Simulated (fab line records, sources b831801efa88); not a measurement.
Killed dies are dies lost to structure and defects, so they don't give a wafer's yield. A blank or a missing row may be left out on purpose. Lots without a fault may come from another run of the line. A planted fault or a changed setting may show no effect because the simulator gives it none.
Which tool did it? | flow gf180mcu | 24 lots, 72 wafers sampled, at 6 steps of a route of 602

WHAT THE GAUGES READ, wafer by wafer
GF_STI_THK_MEAS_02. Usual: STI_OXIDATION_THK 10.08 nm, standard deviation 0.17.
lot  | measured    | on            | STI_OXIDATION_THK (nm) | flag
L074 | day 1 11:31 | film_metro-02 | 10.30 10.38 10.40      |
L075 | day 1 17:37 | film_metro-04 | 10.13 10.19 10.10      |
L076 | day 1 21:31 | film_metro-02 | 9.79 9.97 9.95         |
L077 | day 2 02:31 | film_metro-02 | 9.98 10.02 9.98        |
L078 | day 2 07:54 | film_metro-02 | 9.85 9.64 9.90         |
L079 | day 2 12:35 | film_metro-02 | 10.35 10.34 10.45      |
L080 | day 2 17:31 | film_metro-02 | 10.16 9.92 9.87        |
L081 | day 2 23:29 | film_metro-02 | 10.00 10.19 9.83       |
L082 | day 3 03:31 | film_metro-04 | 10.31 10.41 10.32      |
L083 | day 3 08:52 | film_metro-04 | 10.08 9.98 9.90        |
L084 | day 3 13:31 | film_metro-02 | 9.95 9.82 9.93         |
L085 | day 3 19:29 | film_metro-04 | 10.05 10.24 10.19      |
L086 | day 3 23:31 | film_metro-02 | 10.33 10.18 10.24      |
L087 | day 4 05:04 | film_metro-02 | 10.10 9.92 9.98        |
L088 | day 4 09:40 | film_metro-01 | 9.97 9.96 9.95         |
L089 | day 4 14:31 | film_metro-02 | 10.25 10.18 10.16      |
L090 | day 4 19:31 | film_metro-04 | 10.28 10.16 10.11      |
L091 | day 5 00:55 | film_metro-02 | 10.16 10.02 10.08      |
L092 | day 5 07:46 | film_metro-04 | 9.98 9.81 9.91         |
L093 | day 5 10:44 | film_metro-02 | 10.08 9.93 9.91        |
L094 | day 5 16:52 | film_metro-04 | 10.32 10.31 10.51      |
L095 | day 5 20:31 | film_metro-02 | 10.30 10.26 10.40      |
L096 | day 6 01:31 | film_metro-02 | 9.99 10.20 10.16       |
L097 | day 6 06:31 | film_metro-02 | 10.11 10.00 9.90       |

GF_VT_IMPLANT_OVL_MEAS_29. Usual: VT_IMPLANT_02_OVL -0.5 nm, standard deviation 1.5.
lot  | measured     | on         | VT_IMPLANT_02_OVL (nm) | flag
L074 | day 6 20:28  | overlay-02 | -0.2 -0.8 -1.5         |
L075 | day 7 04:28  | overlay-02 | -3.3 -1.0 -4.1         |
L076 | day 7 09:28  | overlay-01 | 1.2 0.3 1.5            |
L077 | day 7 16:49  | overlay-01 | -1.3 -2.3 -1.4         |
L078 | day 7 21:49  | overlay-01 | -0.5 -0.6 -2.0         |
L079 | day 8 03:28  | overlay-02 | -2.8 -0.8 -0.5         |
L080 | day 8 13:13  | overlay-02 | -1.6 -0.1 -2.5         |
L081 | day 9 00:40  | overlay-01 | -3.1 -3.3 -1.9         |
L082 | day 9 04:31  | overlay-02 | -0.4 1.4 0.1           |
L083 | day 9 09:07  | overlay-02 | -0.8 -0.5 2.1          |
L084 | day 9 15:07  | overlay-02 | -1.4 -1.7 -1.8         |
L085 | day 9 23:43  | overlay-01 | 0.2 -0.9 -0.2          |
L086 | day 10 03:58 | overlay-01 | 2.1 2.7 2.4            |
L087 | day 10 09:44 | overlay-01 | 1.8 -1.5 0.0           |
L088 | day 10 18:04 | overlay-02 | -2.5 -1.0 0.3          |
L089 | day 11 00:34 | overlay-02 | 0.3 1.6 0.6            |
L090 | day 11 05:40 | overlay-01 | -0.6 -0.7 2.1          |
L091 | day 11 14:24 | overlay-01 | -0.3 0.9 0.3           |
L092 | day 12 02:16 | overlay-02 | -1.7 -0.4 -1.9         |
L093 | day 12 02:47 | overlay-01 | -0.8 -0.4 -1.1         |
L094 | day 12 12:00 | overlay-02 | -1.4 0.5 0.1           |
L095 | day 12 23:34 | overlay-01 | -1.8 -0.6 -1.0         |
L096 | day 12 22:52 | overlay-02 | -1.9 -2.0 0.2          |
L097 | day 13 05:49 | overlay-02 | 1.0 0.1 -1.1           |

GF_M2_OVL_MEAS_15. Usual: M2_OVL 2 nm, standard deviation 5.8.
lot  | measured     | on         | M2_OVL (nm) | flag
L074 | day 19 07:58 | overlay-01 | 1 -3 0      |
L075 | day 19 21:18 | overlay-02 | 10 7 13     |
L076 | day 20 01:49 | overlay-01 | -4 2 1      |
L077 | day 20 14:22 | overlay-02 | 1 4 0       |
L078 | day 20 21:36 | overlay-01 | 0 6 -1      |
L079 | day 21 05:13 | overlay-01 | -8 -1 2     |
L080 | day 21 14:56 | overlay-02 | 10 7 10     |
L081 | day 22 09:19 | overlay-01 | 6 7 7       |
L082 | day 22 14:44 | overlay-02 | 3 3 5       |
L083 | day 22 23:54 | overlay-02 | 0 -10 -5    |
L084 | day 23 02:20 | overlay-01 | -4 6 -3     |
L085 | day 23 13:05 | overlay-02 | 6 -1 -1     |
L086 | day 23 16:59 | overlay-01 | 1 9 0       |
L087 | day 24 02:08 | overlay-01 | -4 -3 2     |
L088 | day 24 11:24 | overlay-02 | 2 1 0       |
L089 | day 24 19:45 | overlay-01 | 1 -7 2      |
L090 | day 25 04:27 | overlay-01 | -2 -1 -4    |
L091 | day 25 08:28 | overlay-02 | 1 9 -1      |
L092 | day 26 02:09 | overlay-01 | 8 1 -4      |
L093 | day 26 03:19 | overlay-02 | 15 13 12    |
L094 | day 26 08:37 | overlay-02 | -3 -3 0     |
L095 | day 27 00:18 | overlay-02 | -3 -1 -7    |
L096 | day 26 22:00 | overlay-01 | -3 2 -5     |
L097 | day 27 07:24 | overlay-02 | 3 3 9       |

GF_M3_CD_MEAS_14: target cd 280 nm. Usual: cd_nm 280.1 nm, standard deviation 1.1.
lot  | measured     | on        | cd_nm (nm)        | flag
L074 | day 21 10:56 | cd_sem-01 | 280.6 279.8 280.2 |
L075 | day 22 00:16 | cd_sem-02 | 279.4 280.3 279.6 |
L076 | day 22 04:47 | cd_sem-01 | 281.5 280.2 282.2 |
L077 | day 22 16:35 | cd_sem-02 | 280.8 281.2 279.6 |
L078 | day 23 00:12 | cd_sem-01 | 278.6 277.9 279.1 |
L079 | day 23 06:58 | cd_sem-01 | 279.3 279.7 278.4 |
L080 | day 23 15:16 | cd_sem-01 | 281.2 280.3 280.2 |
L081 | day 24 09:35 | cd_sem-02 | 279.0 278.1 277.7 |
L082 | day 24 14:07 | cd_sem-02 | 280.6 280.6 280.4 |
L083 | day 24 22:42 | cd_sem-02 | 280.5 280.4 280.9 |
L084 | day 25 02:07 | cd_sem-02 | 280.7 280.3 282.3 |
L085 | day 25 12:37 | cd_sem-02 | 278.7 277.9 278.1 |
L086 | day 25 15:59 | cd_sem-01 | 281.7 281.5 281.7 |
L087 | day 26 00:46 | cd_sem-01 | 279.8 280.3 280.8 |
L088 | day 26 09:47 | cd_sem-01 | 279.4 279.3 280.1 |
L089 | day 26 16:24 | cd_sem-01 | 280.3 280.8 280.8 |
L090 | day 27 01:45 | cd_sem-02 | 281.5 281.0 280.5 |
L091 | day 27 05:26 | cd_sem-01 | 278.0 279.9 277.7 |
L092 | day 27 23:10 | cd_sem-02 | 281.1 282.4 280.6 |
L093 | day 28 00:07 | cd_sem-01 | 279.8 281.1 280.8 |
L094 | day 28 04:00 | cd_sem-01 | 279.3 279.9 280.5 |
L095 | day 28 19:53 | cd_sem-01 | 278.8 278.2 279.9 |
L096 | day 28 15:40 | cd_sem-01 | 280.4 281.1 279.5 |
L097 | day 29 01:22 | cd_sem-02 | 282.2 282.8 281.1 |

GF_TOP_METAL_THK_MEAS_06: measures by xrf. Usual: TOP_METAL_ALCU_THK 909 nm, standard deviation 13.
lot  | measured     | on            | TOP_METAL_ALCU_THK (nm) | flag
L074 | day 27 09:44 | film_metro-01 | 912 908 907             |
L075 | day 27 20:41 | film_metro-02 | 909 898 903             |
L076 | day 28 01:51 | film_metro-01 | 905 906 907             |
L077 | day 28 11:29 | film_metro-03 | 905 904 906             |
L078 | day 28 16:27 | film_metro-01 | 924 918 908             |
L079 | day 28 23:53 | film_metro-02 | 916 921 921             |
L080 | day 29 06:40 | film_metro-01 | 931 925 928             |
L081 | day 29 21:49 | film_metro-01 | 903 895 891             |
L082 | day 30 01:08 | film_metro-03 | 886 895 885             |
L083 | day 30 08:55 | film_metro-02 | 917 904 902             |
L084 | day 30 11:04 | film_metro-02 | 922 919 920             |
L085 | day 30 21:54 | film_metro-03 | 895 888 896             |
L086 | day 31 00:37 | film_metro-01 | 905 910 915             |
L087 | day 31 07:07 | film_metro-02 | 892 888 893             |
L088 | day 31 18:23 | film_metro-01 | 922 926 924             |
L089 | day 31 22:10 | film_metro-01 | 919 922 909             |
L090 | day 32 05:04 | film_metro-01 | 914 906 915             |
L091 | day 32 06:45 | film_metro-02 | 904 908 891             |
L092 | day 32 21:32 | film_metro-03 | 897 898 896             |
L093 | day 32 22:32 | film_metro-02 | 924 922 912             |
L094 | day 33 01:36 | film_metro-01 | 937 921 914             |
L095 | day 33 14:08 | film_metro-02 | 914 919 925             |
L096 | day 33 13:09 | film_metro-03 | 891 894 892             |
L097 | day 33 19:50 | film_metro-01 | 912 913 911             |

WHICH TOOL RAN EACH LOT (tool, then ch and the chambers of the sampled wafers, then the start)
lot  | GF_V2_CMP_04
L074 | cmp-01 ch 1,2,3, day 19 09:03
L075 | cmp-01 ch 2,3, day 19 22:14
L076 | cmp-01 ch 1,2,3, day 20 02:51
L077 | cmp-02 ch 0,1,2, day 20 15:22
L078 | cmp-02 ch 0,2, day 20 23:50
L079 | cmp-01 ch 1,2,3, day 21 06:11
L080 | cmp-01 ch 0,1,3, day 21 16:01
L081 | cmp-01 ch 0,2,3, day 22 10:21
L082 | cmp-01 ch 0,2,3, day 22 15:46
L083 | cmp-01 ch 0,2, day 23 00:52
L084 | cmp-02 ch 2,3, day 23 04:37
L085 | cmp-01 ch 1,2,3, day 23 14:11
L086 | cmp-02 ch 1,3, day 23 18:22
L087 | cmp-02 ch 0,1,3, day 24 03:11
L088 | cmp-02 ch 0,1,2, day 24 12:22
L089 | cmp-02 ch 0,1,3, day 24 20:49
L090 | cmp-01 ch 0,1,2, day 25 05:24
L091 | cmp-01 ch 0,2,3, day 25 09:35
L092 | cmp-01 ch 0,2,3, day 26 03:32
L093 | cmp-02 ch 0,3, day 26 04:19
L094 | cmp-01 ch 1,2,3, day 26 09:59
L095 | cmp-01 ch 0,1,3, day 27 01:37
L096 | cmp-01 ch 1,2, day 26 23:12
L097 | cmp-02 ch 0,1,3, day 27 08:26
- GF_V2_CMP_04: polishes SiO2.

WHAT THE TOOLS THEMSELVES READ (means of the sampled wafers that have a number; where no wafer has one, the mark that the record gives instead)
GF_V2_CMP_04. Usual: motor_current_A 11.8 A, standard deviation 0.84; time_to_endpoint_s 79 s, standard deviation 5.1.
lot  | tool   | motor_current_A (A) | time_to_endpoint_s (s) | flag
L074 | cmp-01 | 12.2                | 75                     |
L075 | cmp-01 | 11.7                | 80                     |
L076 | cmp-01 | 11.9                | 77                     |
L077 | cmp-02 | 11.1                | 81                     |
L078 | cmp-02 | 11.5                | 77                     |
L079 | cmp-01 | 12.1                | 71                     |
L080 | cmp-01 | 11.8                | 83                     |
L081 | cmp-01 | 11.3                | 79                     |
L082 | cmp-01 | 11.7                | 78                     |
L083 | cmp-01 | 11.5                | 81                     |
L084 | cmp-02 | 11.8                | 77                     |
L085 | cmp-01 | 11.8                | 82                     |
L086 | cmp-02 | 12.7                | 80                     |
L087 | cmp-02 | 11.8                | 84                     |
L088 | cmp-02 | 11.2                | 80                     |
L089 | cmp-02 | 11.9                | 82                     |
L090 | cmp-01 | 12.0                | 72                     |
L091 | cmp-01 | 11.7                | 75                     |
L092 | cmp-01 | 11.6                | 75                     |
L093 | cmp-02 | 12.4                | 83                     |
L094 | cmp-01 | 12.1                | 76                     |
L095 | cmp-01 | 11.8                | 75                     |
L096 | cmp-01 | 12.0                | 78                     |
L097 | cmp-02 | 12.4                | 87                     |

THE ANSWER, worked out from the rows above alone
Rule: a lot is off if the mean of its wafers that have a number lies more than 3 standard deviations from the usual mean. A lot without any number at a reading at which 4 lots or more have one is off too. The other lots that the step has rows for count as sound. The gauges are gone through in route order, then the tools' own readings, and for those a lot's mean is taken as printed above. The first step at which some lot is off is used, and at that step the reading that is off furthest; a lot without a number counts as furthest.
No lot is off at any reading shown: from this, nothing can be told.

WHAT THE SIMULATOR HAD PUT IN
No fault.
